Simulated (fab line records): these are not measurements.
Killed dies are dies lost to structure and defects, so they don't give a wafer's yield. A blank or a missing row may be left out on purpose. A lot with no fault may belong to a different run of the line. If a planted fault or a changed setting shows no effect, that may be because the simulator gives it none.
Problem report, 8D (eight disciplines) form, completed by code | flow sky130 | the parts of the form that need people (team, actions taken, sign-off) are left out

== 1. PROBLEM STATEMENT ==
Wafers without a fault read 3000.0 rpm, standard deviation 2.2; spin speed rpm at SKY_METAL2_COAT_09 reads a mean of 2895.4 rpm on 5 wafers belonging to 2 lots. That is -48 standard deviations from the usual mean.
The step: resist thk 60 nm.
The first sign was on wafer L239.2 at day 36 20:49, on litho track-04. The record has a number at this step for 35 wafers belonging to 12 lots. The rule behind "out" and "out of limits": a value lying over 4 standard deviations away from the usual mean. Any other wafer with a number is counted as sound.

== 2. WHAT IT IS AND WHAT IT IS NOT ==
question                    | is                     | is not
which readings at this step | spin speed rpm         | -
which lots                  | L239, L240             | L233, L235, L242, L248, L249, L250, L251, L253, L254, L255
which wafers of those lots  | all that have a number | -
read on which tools         | litho track-04         | litho track-01, litho track-03
when                        | from day 36 20:49      | up to then (6 sound wafers); but 24 sound wafers of L242, L248, L249, L250, L251, L253, L254, L255 came after

== 3. THE SUSPECTS, EACH WITH WHAT RULES IT OUT ==
Counting: a tool at any process step up to the reading remains a suspect when it ran all the lots that are out and ran no sound lot after the first of those.
- rie diel-02 at SKY_VIA1_ETCH_14 (etches BARC in N2/H2, stops on SiO2, time 45.9 s, target depth 60 nm): ruled out as a lasting fault. After its first lot that is out, L239 (day 36 07:15), sound lots L242, L249 ran on it.
- litho track-04 at SKY_METAL2_COAT_09 (resist thk 60 nm): ruled out as a lasting fault. After its first lot that is out, L239 (day 36 20:49), sound lots L248, L250, L253, L254, L255 ran on it.
Left after counting: nothing in the record.

== 4. THE CAUSE (what the simulator had put in) ==
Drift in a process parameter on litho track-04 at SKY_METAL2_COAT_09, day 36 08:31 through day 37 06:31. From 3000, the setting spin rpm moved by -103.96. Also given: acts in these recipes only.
Counting ruled it out, wrongly.

== 5. THE EFFECT CHAIN, in route order ==
One row per reading whose mean, taken over the struck wafers that have a number, lies over 3 standard deviations from the usual. Only readings whose record carries a usual standard deviation are examined. hours: median over the lots of the time between each lot's start at the first step of this table that gives one and its start at this step. sigmas: the change, counted in usual standard deviations.
hours | step               | reading        | usual      | on struck wafers | change | sigmas
0     | SKY_METAL2_COAT_09 | spin speed rpm | 3000.0 rpm | 2895.4           | -104.6 | -48
Here are the process steps it includes:
- SKY_METAL2_COAT_09: resist thk 60 nm.
At these later measuring or inspecting steps, every struck wafer for which the step has a row has a number for every such reading, and none has moved that far: SKY_VIA2_THK_MEAS_01.

== 6. WHAT WOULD HAVE CAUGHT IT SOONER ==
First out-of-limits reading in this record: day 36 20:49, which is 12 hours after fault onset at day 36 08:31.
